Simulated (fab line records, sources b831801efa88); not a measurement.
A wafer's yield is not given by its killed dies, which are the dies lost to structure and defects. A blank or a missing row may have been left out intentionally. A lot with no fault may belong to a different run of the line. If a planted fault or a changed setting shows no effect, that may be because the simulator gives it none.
fab line records	flow sky130
[record] lots = 6	wafers = 18	lastDay = 50
route steps=708 shown VT_ADJUST_LVTN@104 VT_ADJUST_NCORE@119 PAD_OPEN@708
lots untouched by any fault: they come from a run of this same line in which no faults occurred
startH: the number of hours between the record's first day and the start of the first shown wafer of the lot	waitH: how many hours have passed since the lot's step before this one	" unchanged from the row above	L1.1+2: one row covering several wafers at once	- no value present, or no start provided	* or withheld: withheld	< > ~ a bound
route shown NAME@n: NAME is a module with steps in the file, n the number in the route of the first one	usual: mean/standard deviation taken from wafers without a fault	same: alike in all rows	chamber/n: place in a boat	sites: per-site readings	_std_site: standard deviation across them	_edge_site: outer sites' mean less inner sites'	radiusMm: how far each site lies from the wafer's centre	mask NAME#n: copy n	behind: tool/chamber where the wafer was last shaped	hold: what put the lot on hold/how long, in hours/how the hold closed	device: which transistor (n, p or np) failed to switch	end of line: the tests these same wafers got at the end of their route	for a step that has no rows: nothing shown but its recipe	killed: dies lost to structure and defects at the first sort, not the wafer's yield	map: per-die view of a wafer (x killed, . not killed, _ where there is no die)
set.NAME: setting as actually run; set.NAME@STEP: the setting as run at that earlier step	model.NAME: the simulator's own value behind a step, which no gauge read
lots at some steps of the route; a table a step, a row a wafer
services: from which hour (startH, from the record's first day; less than 0 if before it) a tool's chamber was out of use, for how many hours, and why
[[steps]]
[step SKY_VT_ADJUST_LVTN_OVL_MEAS_07]
[usual] VT_ADJUST_LVTN_OVL = -0.9/1.6
lot.wafer	tool	chamber	startH	waitH	VT_ADJUST_LVTN_OVL[nm]
L233.1	overlay-01	-	165.09	-	2.2
L233.3	"	-	"	"	0.2
L233.6	"	-	"	"	-0.7
L234.2	overlay-02	-	183.87	-	-0.1
L234.5	"	-	"	"	-2.5
L234.6	"	-	"	"	-1.7
L240.1	overlay-01	-	216.71	-	0.1
L240.5	"	-	"	"	-2.3
L240.6	"	-	"	"	-0.5
L242.2	overlay-02	-	225.62	-	-1.6
L242.3	"	-	"	"	0.1
L242.5	"	-	"	"	-0.7
L248.1	overlay-01	-	267.34	-	-0.9
L248.3	"	-	"	"	2.1
L248.5	"	-	"	"	-2.2
L249.1	overlay-02	-	272.09	-	-3.5
L249.4	"	-	"	"	-4.4
L249.5	"	-	"	"	-2.7
[step SKY_VT_ADJUST_LVTN_IMPLANT_08]
[recipe] species = B	energyKev = 30	doseCm2 = 1.57e+12	tiltDeg = withheld
[step SKY_VT_ADJUST_LVTN_STRIP_09]
[recipe] chemistry = O2/N2	powerW = 1400	pressureMtorr = 1500	platenTempC = withheld	o2FlowSccm = 3000	n2FlowSccm = 300	overashFraction = 0.5
[usual] drypumpMotorCurrentA = 5.9/0.52	oesProductAu = 0.722/0.0042	stripTimeToEndpointS = 36.93/0.1
lot.wafer	tool	chamber	startH	waitH	drypumpMotorCurrentA	oesProductAu	rfHoursCounterH	stripTimeToEndpointS
L233.1	plasmaAsher-02	1	165.27	0.1	6.5	0.729	47	37.04
L233.3	"	0	"	"	5.8	0.716	-	37.09
L233.6	"	0	"	"	5.8	0.723	-	36.91
L234.2	plasmaAsher-04	1	184.05	0.1	4.9	0.718	6	36.89
L234.5	"	0	"	"	6.4	0.720	-	36.84
L234.6	"	1	"	"	5.0	0.719	-	36.85
L240.1	plasmaAsher-02	0	216.90	0.1	5.8	0.717	52	36.89
L240.5	"	1	"	"	6.4	0.729	-	36.95
L240.6	"	0	"	"	5.8	0.724	-	36.98
L242.2	plasmaAsher-02	0	225.80	0.1	5.8	0.723	53	37.00
L242.3	"	0	"	"	5.8	0.714	-	37.00
L242.5	"	0	"	"	5.8	0.725	-	36.93
L248.1	plasmaAsher-02	1	267.52	0.1	6.5	0.728	57	36.86
L248.3	"	0	"	"	5.8	0.724	-	36.83
L248.5	"	0	"	"	5.8	0.723	-	36.90
L249.1	plasmaAsher-04	0	272.27	0.1	6.4	0.722	15	36.90
L249.4	"	0	"	"	6.3	0.725	-	36.72
L249.5	"	1	"	"	5.0	0.718	-	36.74
[step SKY_VT_ADJUST_LVTN_TW_MEAS_10]
[usual] VT_ADJUST_LVTN_TW = 242.1/1.7
lot.wafer	tool	chamber	startH	waitH	VT_ADJUST_LVTN_TW
L233.1	filmMetro-02	-	165.37	0.1	243.6
L233.3	"	-	"	"	243.1
L233.6	"	-	"	"	243.9
L234.2	filmMetro-04	-	184.16	0.1	241.9
L234.5	"	-	"	"	241.7
L234.6	"	-	"	"	241.4
L240.1	filmMetro-02	-	217.00	0.1	242.7
L240.5	"	-	"	"	243.3
L240.6	"	-	"	"	244.2
L242.2	filmMetro-02	-	225.91	0.1	242.5
L242.3	"	-	"	"	243.2
L242.5	"	-	"	"	243.3
L248.1	filmMetro-02	-	267.62	0.1	244.1
L248.3	"	-	"	"	243.0
L248.5	"	-	"	"	242.2
L249.1	filmMetro-03	-	272.37	0.1	244.8
L249.4	"	-	"	"	243.5
L249.5	"	-	"	"	242.6
[step SKY_VT_ADJUST_LVTN_DEHYDRATE_11]
[recipe] tempC = 200	timeS = 60
[step SKY_VT_ADJUST_LVTN_HMDS_12]
[recipe] primeTimeS = 61.03	primeTempC = 120
[step SKY_VT_ADJUST_LVTN_COAT_13]
[recipe] resist = NOVOLAK	spinRpm = 3000	resistThkNm = 1140
[step SKY_VT_ADJUST_LVTN_SOFTBAKE_14]
[recipe] tempC = 90	timeS = 60	resist = NOVOLAK
[step SKY_VT_ADJUST_LVTN_EXPOSE_15]
[recipe] maskId = HVN_STD_DERIVED	na = 0.6	sourceShape = conventional	sigmaOuter = 0.6	polarization = unpolarized	targetCdNm = 600	doseMj = 163
[step SKY_VT_ADJUST_LVTN_PEB_16]
[recipe] tempC = withheld	timeS = *	resist = NOVOLAK
[step SKY_VT_ADJUST_LVTN_DEVELOP_17]
[recipe] resist = NOVOLAK	developer = TMAH	developTimeS = 60	devTempC = 23
[step SKY_VT_ADJUST_LVTN_OVL_MEAS_18]
[usual] VT_ADJUST_LVTN_01_OVL = -0.4/1.3
lot.wafer	tool	chamber	startH	waitH	VT_ADJUST_LVTN_01_OVL[nm]
L233.1	overlay-02	-	185.69	0.1	1.4
L233.3	"	-	"	"	1.4
L233.6	"	-	"	"	-0.3
L234.2	overlay-02	-	204.57	0.1	-0.4
L234.5	"	-	"	"	0.3
L234.6	"	-	"	"	-1.4
L240.1	overlay-02	-	238.59	0.1	-2.0
L240.5	"	-	"	"	-0.9
L240.6	"	-	"	"	-0.9
L242.2	overlay-02	-	248.07	0.1	-1.3
L242.3	"	-	"	"	1.2
L242.5	"	-	"	"	1.0
L248.1	overlay-01	-	292.14	0.1	1.2
L248.3	"	-	"	"	-0.6
L248.5	"	-	"	"	0.0
L249.1	overlay-02	-	297.76	0.1	-2.1
L249.4	"	-	"	"	-1.4
L249.5	"	-	"	"	-0.6
[step SKY_VT_ADJUST_LVTN_IMPLANT_19]
[recipe] species = B	energyKev = 30	doseCm2 = 6.5e+11	tiltDeg = withheld
[usual] doseIonsCm2 = 6.5e+11/7.3e+08	endStationPressureTorr = 4.99e-06/2.3e-07
lot.wafer	tool	chamber	startH	waitH	doseIonsCm2	endStationPressureTorr
L233.1	implanter-02	0	185.72	0.0	6.508e+11	5.24e-06
L233.3	"	0	"	"	6.508e+11	4.93e-06
L233.6	"	0	"	"	6.5e+11	5.05e-06
L234.2	implanter-01	0	204.62	0.0	6.494e+11	5.43e-06
L234.5	"	0	"	"	6.503e+11	5.23e-06
L234.6	"	0	"	"	6.488e+11	4.8e-06
L240.1	implanter-01	0	238.62	0.0	6.506e+11	4.42e-06
L240.5	"	0	"	"	6.508e+11	5.02e-06
L240.6	"	0	"	"	6.5e+11	5.15e-06
L240.1	implanter-01	0	238.94	0.3	6.487e+11	4.97e-06
L240.5	"	0	"	"	6.507e+11	5.16e-06
L240.6	"	0	"	"	6.498e+11	5.27e-06
L242.2	implanter-01	0	248.12	0.0	6.501e+11	4.89e-06
L242.3	"	0	"	"	6.505e+11	5.27e-06
L242.5	"	0	"	"	6.493e+11	5.08e-06
L248.1	implanter-04	0	292.17	0.0	6.491e+11	5.52e-06
L248.3	"	0	"	"	6.488e+11	4.99e-06
L248.5	"	0	"	"	6.503e+11	5.15e-06
L249.1	implanter-01	0	297.80	0.0	6.51e+11	5.28e-06
L249.4	"	0	"	"	6.495e+11	4.86e-06
L249.5	"	0	"	"	6.501e+11	4.65e-06
L249.1	implanter-01	0	298.12	0.3	6.505e+11	5.24e-06
L249.4	"	0	"	"	6.505e+11	4.76e-06
L249.5	"	0	"	"	6.513e+11	5.41e-06
[step SKY_VT_ADJUST_LVTN_STRIP_20]
[recipe] chemistry = O2/N2	powerW = 1400	pressureMtorr = 1500	platenTempC = withheld	o2FlowSccm = 3000	n2FlowSccm = 300	overashFraction = 0.5
[usual] drypumpMotorCurrentA = 5.9/0.46	oesProductAu = 0.716/0.0051	stripTimeToEndpointS = 14.19/0.052
lot.wafer	tool	chamber	startH	waitH	drypumpMotorCurrentA	oesProductAu	rfHoursCounterH	stripTimeToEndpointS
L233.1	plasmaAsher-03	1	185.87	0.1	6.0	0.707	38	14.12
L233.3	"	0	"	"	6.0	0.720	-	14.13
L233.6	"	1	"	"	6.1	0.711	-	14.11
L234.2	plasmaAsher-03	1	204.75	0.1	6.0	0.718	40	14.21
L234.5	"	1	"	"	6.0	0.713	-	14.22
L234.6	"	0	"	"	6.0	0.718	-	14.26
L240.1	plasmaAsher-03	0	239.09	0.1	6.0	0.721	44	14.16
L240.5	"	0	"	"	6.0	0.705	-	14.18
L240.6	"	1	"	"	6.0	0.717	-	14.23
L242.2	plasmaAsher-02	0	248.25	0.1	5.8	0.719	55	14.16
L242.3	"	0	"	"	5.8	0.714	-	14.16
L242.5	"	1	"	"	6.5	0.721	-	14.16
L248.1	plasmaAsher-03	0	292.32	0.1	6.0	0.712	48	14.21
L248.3	"	0	"	"	6.0	0.721	-	14.23
L248.5	"	0	"	"	6.0	0.720	-	14.21
L249.1	plasmaAsher-03	0	298.27	0.1	6.0	0.701	49	14.16
L249.4	"	0	"	"	6.0	0.711	-	14.16
L249.5	"	0	"	"	6.0	0.716	-	14.14
[step SKY_VT_ADJUST_LVTN_TW_MEAS_21]
[usual] VT_ADJUST_LVTN_2_TW = 188.2/1.3
lot.wafer	tool	chamber	startH	waitH	VT_ADJUST_LVTN_2_TW
L233.1	filmMetro-02	-	185.97	0.1	190.8
L233.3	"	-	"	"	189.7
L233.6	"	-	"	"	190.3
L234.2	filmMetro-03	-	204.86	0.1	190.2
L234.5	"	-	"	"	188.8
L234.6	"	-	"	"	189.9
L240.1	filmMetro-03	-	239.19	0.1	227.7
L240.5	"	-	"	"	227.3
L240.6	"	-	"	"	226.8
L242.2	filmMetro-03	-	248.36	0.1	188.4
L242.3	"	-	"	"	188.5
L242.5	"	-	"	"	188.2
L248.1	filmMetro-02	-	292.42	0.1	188.4
L248.3	"	-	"	"	189.5
L248.5	"	-	"	"	190.5
L249.1	filmMetro-03	-	298.37	0.1	228.5
L249.4	"	-	"	"	230.0
L249.5	"	-	"	"	228.6
[step SKY_VT_ADJUST_NCORE_DEHYDRATE_00]
[recipe] tempC = 200	timeS = 60
[step SKY_PAD_OPEN_PROBE_99]
[usual] killed_at_M0_to_M3 = 42/7.6	killed_at_M4_up = 3.4/2	killedAtContacts = 24/5.9	killedAtFrontEnd = 16/4.5	killedAtOther = 0.4/0.58	killedDies = 86/10	killedOpen = 47/7.6	killedShort = 39/6.7
[same] grossDies = 492	killedAtBackSide = 0
lot.wafer	tool	chamber	startH	waitH	killed_at_M0_to_M3	killed_at_M4_up	killedAtContacts	killedAtFrontEnd	killedAtOther	killedDies	killedOpen	killedShort	model.etest.pfet_16v.rOnOhmUm	model.etest.nfet_16v.rOnOhmUm	model.etest.resPwellUnderGate.rsOhmSq	model.etest.nfetG5v0d10v5.rOnOhmUm	model.etest.tip_n_5v.rsOhmSq	model.etest.nfetG5v0d10v5.driveUaUm	model.etest.nfet_16v.driveUaUm	model.etest.pfet_16v.driveUaUm
L233.1	prober-02	-	1102.68	0.1	41	2	16	17	0	76	46	29	1.436e+04	1.41e+04	2257	1898	1374	598.9	220.8	251.1
L233.3	prober-02	-	1102.78	0.2	57	4	30	11	0	102	47	55	1.476e+04	1.427e+04	2267	1919	1379	586.9	213.6	244.4
L233.6	prober-02	-	1102.93	0.2	33	0	23	16	0	72	43	29	1.46e+04	1.413e+04	2253	1904	1399	592.5	217.4	248.1
L234.2	prober-02	-	1119.67	0.1	34	4	20	19	1	78	48	30	1.45e+04	1.413e+04	2303	1885	1376	602.9	220.7	251.8
L234.5	prober-02	-	1119.82	0.2	46	3	24	17	0	90	49	41	1.504e+04	1.426e+04	2280	1920	1388	592.6	216.2	246.8
L234.6	prober-02	-	1119.87	0.2	36	4	27	12	0	79	41	38	1.496e+04	1.449e+04	2302	1910	1396	587.5	214.5	244.2
L240.1	prober-02	-	1142.85	0.2	37	3	37	11	0	88	47	41	1.41e+04	1.417e+04	2168	1946	1437	568.8	209.1	254.7
L240.5	prober-02	-	1143.05	0.3	39	8	29	20	0	96	57	39	1.438e+04	1.431e+04	2170	1922	1441	578.1	210.2	254.3
L240.6	prober-02	-	1143.10	0.4	51	1	26	17	0	95	52	43	1.428e+04	1.435e+04	2169	1951	1436	568.1	205.4	252.6
L242.2	prober-02	-	1151.03	0.1	47	4	24	13	0	88	38	50	1.462e+04	1.395e+04	2270	1904	1363	611	226.2	246.9
L242.3	prober-02	-	1151.08	0.2	35	9	25	17	0	86	47	39	1.483e+04	1.381e+04	2264	1880	1360	615.6	225.6	248.6
L242.5	prober-02	-	1151.18	0.2	37	6	29	18	0	90	54	36	1.456e+04	1.381e+04	2257	1873	1354	618	231.1	253.6
L248.1	prober-02	-	1183.08	0.1	35	0	18	15	0	68	34	34	1.437e+04	1.392e+04	2287	1868	1368	616.1	225.4	249.4
L248.3	prober-02	-	1183.18	0.2	37	0	14	25	0	76	40	36	1.453e+04	1.42e+04	2272	1906	1385	599.4	219.7	247.9
L248.5	prober-02	-	1183.28	0.2	28	2	16	22	0	68	38	30	1.479e+04	1.414e+04	2273	1915	1396	596.6	215.7	246.1
L249.1	prober-02	-	1193.23	0.1	58	3	31	16	0	108	55	53	1.409e+04	1.432e+04	2175	1925	1414	578.9	208	258.1
L249.4	prober-02	-	1193.38	0.2	35	3	24	15	0	77	39	38	1.431e+04	1.449e+04	2174	1968	1414	565.3	201.5	252.5
L249.5	prober-02	-	1193.43	0.2	49	0	30	6	1	86	54	31	1.429e+04	1.447e+04	2153	1960	1416	571.9	205.9	256.3
// killed by level:class
L233.1 VIA1:geometricParticle:open=10 VIA2:geometricParticle:open=7 VIA3:geometricParticle:open=6 CONTACT:geometricParticle:open=5 METAL2:geometricParticle:short=5 LI_CONTACT:geometricParticle:open=4 METAL1:geometricParticle:short=4 FIELD_ISO:geometricParticle:short=3
L233.3 VIA1:geometricParticle:open=17 VIA1:geometricParticle:short=10 LI_CONTACT:geometricParticle:short=7 LOCAL_INTERCONNECT:geometricParticle:short=7 CONTACT:geometricParticle:short=6 VIA2:geometricParticle:open=6 VIA3:geometricParticle:open=5 FIELD_ISO:geometricParticle:short=4
L233.6 CONTACT:geometricParticle:open=10 VIA1:geometricParticle:open=10 FIELD_ISO:geometricParticle:open=6 LI_CONTACT:geometricParticle:open=6 FIELD_ISO:geometricParticle:short=5 METAL2:geometricParticle:short=5 VIA3:geometricParticle:open=5 LOCAL_INTERCONNECT:geometricParticle:short=4
L234.2 CONTACT:geometricParticle:open=9 VIA1:geometricParticle:open=9 POLY_GATE:geometricParticle:open=8 VIA3:geometricParticle:open=7 FIELD_ISO:geometricParticle:open=6 CONTACT:geometricParticle:short=6 METAL4:geometricParticle:short=4 METAL1:geometricParticle:short=4
L234.5 VIA1:geometricParticle:open=12 VIA2:geometricParticle:open=11 CONTACT:geometricParticle:open=7 CONTACT:geometricParticle:short=6 METAL2:geometricParticle:short=6 FIELD_ISO:geometricParticle:open=5 VIA2:geometricParticle:short=5 LI_CONTACT:geometricParticle:open=5
L234.6 CONTACT:geometricParticle:open=13 METAL2:geometricParticle:short=7 VIA1:geometricParticle:open=7 LI_CONTACT:geometricParticle:open=6 POLY_GATE:geometricParticle:short=5 VIA1:geometricParticle:short=5 CONTACT:geometricParticle:short=4 FIELD_ISO:geometricParticle:open=3
L240.1 CONTACT:geometricParticle:open=13 LI_CONTACT:geometricParticle:open=11 METAL2:geometricParticle:short=8 VIA1:geometricParticle:short=6 VIA2:geometricParticle:open=5 VIA3:geometricParticle:open=5 FIELD_ISO:geometricParticle:short=4 VIA1:geometricParticle:open=4
L240.5 CONTACT:geometricParticle:open=14 VIA1:geometricParticle:open=10 METAL1:geometricParticle:short=8 LI_CONTACT:geometricParticle:open=6 VIA2:geometricParticle:open=6 POLY_GATE:geometricParticle:short=5 POLY_GATE:geometricParticle:open=5 VIA3:geometricParticle:open=5
L240.6 VIA1:geometricParticle:open=13 LI_CONTACT:geometricParticle:open=12 CONTACT:geometricParticle:open=6 CONTACT:geometricParticle:short=6 VIA1:geometricParticle:short=6 METAL2:geometricParticle:short=6 FIELD_ISO:geometricParticle:short=5 VIA3:geometricParticle:short=5
L242.2 VIA2:geometricParticle:open=9 VIA1:geometricParticle:open=9 VIA1:geometricParticle:short=8 METAL2:geometricParticle:short=8 LOCAL_INTERCONNECT:geometricParticle:short=7 LI_CONTACT:geometricParticle:open=6 FIELD_ISO:geometricParticle:short=5 METAL1:geometricParticle:short=5
L242.3 CONTACT:geometricParticle:open=12 VIA1:geometricParticle:open=9 VIA3:geometricParticle:open=7 POLY_GATE:geometricParticle:short=6 LI_CONTACT:geometricParticle:open=6 METAL4:geometricParticle:short=6 FIELD_ISO:geometricParticle:open=4 METAL2:geometricParticle:short=4
L242.5 CONTACT:geometricParticle:open=14 VIA1:geometricParticle:open=10 VIA2:geometricParticle:open=9 CONTACT:geometricParticle:short=7 VIA3:geometricParticle:open=6 POLY_GATE:geometricParticle:short=4 VIA1:geometricParticle:short=4 METAL4:geometricParticle:short=4
L248.1 VIA1:geometricParticle:open=10 POLY_GATE:geometricParticle:short=5 LOCAL_INTERCONNECT:geometricParticle:short=5 METAL1:geometricParticle:short=5 FIELD_ISO:geometricParticle:open=4 LI_CONTACT:geometricParticle:open=4 VIA3:geometricParticle:open=4 VIA1:geometricParticle:short=4
L248.3 VIA1:geometricParticle:open=8 POLY_GATE:geometricParticle:short=6 FIELD_ISO:geometricParticle:short=5 FIELD_ISO:geometricParticle:open=5 POLY_GATE:geometricParticle:open=5 METAL2:geometricParticle:open=5 VIA3:geometricParticle:short=4 CONTACT:geometricParticle:open=4
L248.5 VIA2:geometricParticle:open=7 POLY_GATE:geometricParticle:open=6 LI_CONTACT:geometricParticle:open=6 CONTACT:geometricParticle:open=5 SPACER:geometricParticle:short=4 VIA1:geometricParticle:open=4 VIA3:geometricParticle:short=4 FIELD_ISO:geometricParticle:open=3
L249.1 LI_CONTACT:geometricParticle:open=10 CONTACT:geometricParticle:open=10 VIA1:geometricParticle:open=10 VIA2:geometricParticle:open=8 METAL1:geometricParticle:short=8 FIELD_ISO:geometricParticle:short=6 VIA2:geometricParticle:short=6 VIA3:geometricParticle:open=6
L249.4 VIA3:geometricParticle:open=8 CONTACT:geometricParticle:open=7 CONTACT:geometricParticle:short=7 LI_CONTACT:geometricParticle:open=6 METAL1:geometricParticle:short=6 POLY_GATE:geometricParticle:short=4 VIA1:geometricParticle:open=4 VIA2:geometricParticle:short=4
L249.5 VIA1:geometricParticle:open=15 CONTACT:geometricParticle:open=12 VIA3:geometricParticle:open=10 CONTACT:geometricParticle:short=6 VIA2:geometricParticle:open=5 LI_CONTACT:geometricParticle:open=5 METAL2:geometricParticle:short=5 LI_CONTACT:geometricParticle:short=4
[[services]]
tool	chamber	startH	hours	kind
implanter-02	-	153.52	4.0	repair
plasmaAsher-02	-	167.38	2.8	pm
implanter-04	-	179.29	4.0	pm
plasmaAsher-04	-	189.91	2.8	pm
implanter-02	-	247.04	3.5	pm
implanter-04	-	250.49	4.2	repair
implanter-01	-	258.48	5.4	repair
plasmaAsher-03	-	262.71	1.7	repair
implanter-04	-	265.11	3.8	pm
plasmaAsher-03	-	284.07	2.2	repair
[[key]]
[firstSign] step = SKY_VT_ADJUST_LVTN_IMPLANT_19	reading = visit	direction = added
[effect] step = SKY_VT_ADJUST_LVTN_TW_MEAS_21	reading = VT_ADJUST_LVTN_2_TW	direction = up	sigmas = 30	usual = 188.2	struck = 228.1
[modelEffect] step = SKY_PAD_OPEN_PROBE_99	value = etest.pfet_16v.rOnOhmUm	without = 1.475e+04	struck = 1.424e+04
metAt SKY_VT_ADJUST_LVTN_IMPLANT_19
struckWafers L240.1,L240.5,L240.6,L249.1,L249.4,L249.5
testerLeftOut L240,L249
[fault] kind = repeatedStepWhole	tool = implanter-01,implanter-02,implanter-04	chamber = -	onsetH = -	steps = SKY_VT_ADJUST_LVTN_IMPLANT_19	times = 1	scope = struckLotsOnly
// testerLeftOut: of these lots the tester's yield and bins aren't shown, on N5 and GAA mostly nor the transistor test; their killed dies are dies lost to structure and defects alone, not to doping, threshold or leakage, so they don't give the yield
